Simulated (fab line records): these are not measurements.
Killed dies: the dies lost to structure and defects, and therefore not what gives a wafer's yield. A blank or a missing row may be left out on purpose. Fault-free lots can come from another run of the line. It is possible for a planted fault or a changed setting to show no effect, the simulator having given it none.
Which of the tools did it? | flow sky130 | 11 lots, 33 wafers sampled, at 3 steps of a route of 708

## WHAT EACH GAUGE READ, for each wafer
SKY_SD_N_RS_MEAS_16: the measuring method here is four-point-probe.
lot  | measured     | on            | SD_N_RS (ohm/sq)
L509 | day 29 07:19 | film-metro-04 | 68.68 68.70 68.79
L510 | day 29 14:05 | film-metro-01 | 68.53 68.49 68.55
L512 | day 30 04:33 | film-metro-02 | 68.65 68.65 68.88
L514 | day 31 01:55 | film-metro-04 | 68.46 68.49 68.55
L513 | day 31 00:09 | film-metro-04 | 68.66 68.55 68.63
L520 | day 33 01:51 | film-metro-02 | 73.51 73.48 73.62
L521 | day 33 06:29 | film-metro-02 | 68.59 68.67 68.77
L522 | day 33 08:07 | film-metro-02 | 73.43 73.47 73.46
L524 | day 33 13:06 | film-metro-02 | 73.54 73.46 73.50
L527 | day 34 19:17 | film-metro-01 | 68.52 68.53 68.43
L528 | day 34 23:39 | film-metro-01 | 68.63 68.65 68.71

## EACH LOT AND THE TOOL THAT RAN IT (in order: tool; ch and the chambers of the sampled wafers; start)
lot  | SKY_VT_ADJUST_PCH_STRIP_09           | SKY_SD_N_RTA_14
L509 | plasma-asher-04 ch 0, day 11 17:12   | rtp-anneal-01 ch 0, day 29 07:09
L510 | plasma-asher-04 ch 0,1, day 11 17:54 | rtp-anneal-02 ch 0, day 29 13:53
L512 | plasma-asher-04 ch 0,1, day 12 08:27 | rtp-anneal-02 ch 0, day 30 04:22
L514 | plasma-asher-04 ch 0,1, day 13 02:36 | rtp-anneal-02 ch 0, day 31 01:44
L513 | plasma-asher-02 ch 0,1, day 13 01:59 | rtp-anneal-01 ch 0, day 30 23:57
L520 | plasma-asher-04 ch 0,1, day 15 03:57 | rtp-anneal-02 ch 0, day 33 01:40
L521 | plasma-asher-02 ch 0,1, day 15 10:43 | rtp-anneal-01 ch 0, day 33 06:17
L522 | plasma-asher-02 ch 0,1, day 15 11:33 | rtp-anneal-02 ch 0, day 33 07:56
L524 | plasma-asher-01 ch 0,1, day 15 22:53 | rtp-anneal-02 ch 0, day 33 12:56
L527 | plasma-asher-04 ch 0,1, day 17 02:15 | rtp-anneal-01 ch 0, day 34 19:05
L528 | plasma-asher-04 ch 0,1, day 17 04:04 | rtp-anneal-01 ch 0, day 34 23:29
- SKY_VT_ADJUST_PCH_STRIP_09: strips in O2/N2.
- SKY_SD_N_RTA_14: time 2 s.

## THE ANSWER, worked out from the rows above alone
Rule: the usual values come from the lots themselves. Put in order of their means at a reading, lots are off if they are a third of the lots or fewer, leave a main group of 4 or more, and stand apart from it by a gap of 3 or more times the standard deviation of the main group's means; of several such gaps the widest counts. If all means in a main group match to the digits the tables above print for the reading, that group is not used. Also off: a lot with no number at a reading for which 4 or more lots have one. The other lots that the step has rows for count as sound.
Off: L520, L522, L524, seen at SKY_SD_N_RS_MEAS_16 (SD_N_RS). The main group has a mean of 68.61 ohm/sq with a standard deviation of 0.091.
If a tool, at a process step before that reading, ran all the lots that are off and no sound lot after the first of them, it fits. Gauges at SKY_SD_N_RS_MEAS_16: tried the same way as those tools. One fits: SKY_SD_N_RTA_14 on rtp-anneal-02. A fault onset in the window from L514 (day 31 01:44, its last sound lot) to L520 (day 33 01:40, its first lot off) fits.

## WHAT HAD BEEN PUT IN BY THE SIMULATOR
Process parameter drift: rtp-anneal-02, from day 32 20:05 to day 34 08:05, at SKY_SD_N_RTA_14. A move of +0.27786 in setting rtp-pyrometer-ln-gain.
Shown lots that were struck: L520, L522, L524. Same finding as the rule above.
